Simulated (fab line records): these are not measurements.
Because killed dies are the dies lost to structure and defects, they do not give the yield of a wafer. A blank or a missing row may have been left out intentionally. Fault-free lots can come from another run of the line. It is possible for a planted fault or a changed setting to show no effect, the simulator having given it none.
Which of the tools did it?	flow gf180mcu	6 lots, 18 wafers sampled, at 2 steps of a route of 602

== WHAT EACH GAUGE READ, for each wafer ==
GF_HV_LDD_RS_MEAS_53: the measuring method here is four-point-probe.
lot	measured	on	HV_LDD_RS (ohm/sq)
L729	day 12 22:56	filmMetro-03	419.8 418.4 420.4
L731	day 13 10:59	filmMetro-03	419.0 419.8 419.7
L735	day 14 20:14	filmMetro-04	419.1 418.0 419.2
L737	day 15 07:11	filmMetro-02	417.5 418.2 419.1
L746	day 18 11:10	filmMetro-04	450.2 450.4 450.8
L751	day 20 10:02	filmMetro-04	418.4 418.8 419.8

== TOOL THAT RAN EACH LOT (tool first, then ch and the chambers of the sampled wafers, then the start) ==
lot	GF_HV_LDD_IMPLANT_09
L729	implanter-03 ch 0, day 10 12:10
L731	implanter-04 ch 0, day 10 23:25
L735	implanter-04 ch 0, day 12 05:37
L737	implanter-04 ch 0, day 12 16:34
L746	implanter-02 ch 0, day 15 13:52
L751	implanter-03 ch 0, day 17 08:40
- GF_HV_LDD_IMPLANT_09

== THE ANSWER, worked out from the rows above alone ==
Rule: the usual values come from the lots themselves. The widest of any qualifying gaps counts: lots, ordered by their means at a reading, are off when they make up no more than a third of the lots, leave a main group of 4 or more, and stand apart from it by 3 or more times the standard deviation of that group's means. If all means in a main group match to the digits the tables above print for the reading, that group is not used. A lot without any number at a reading at which 4 lots or more have one is off too. Any other lot the step has rows for is counted as sound.
Off: at GF_HV_LDD_RS_MEAS_53 (HV_LDD_RS), L746. The main group has a mean of 419.0 ohm/sq with a standard deviation of 0.47.
A tool fits if, at a process step before that reading, it ran every lot that is off, and no sound lot after the first of them. The gauges at GF_HV_LDD_RS_MEAS_53 are tried like those tools. One candidate fits, namely implanter-02 at GF_HV_LDD_IMPLANT_09. It ran no sound lot before its first lot that is off in this sample, so the start can't be narrowed down.

== WHAT THE SIMULATOR HAD INSERTED ==
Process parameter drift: implanter-02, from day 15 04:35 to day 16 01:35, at GF_HV_LDD_IMPLANT_09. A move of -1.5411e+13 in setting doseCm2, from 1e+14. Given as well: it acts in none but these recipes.
Lots struck among those shown: L746. This agrees with what the rule above found.
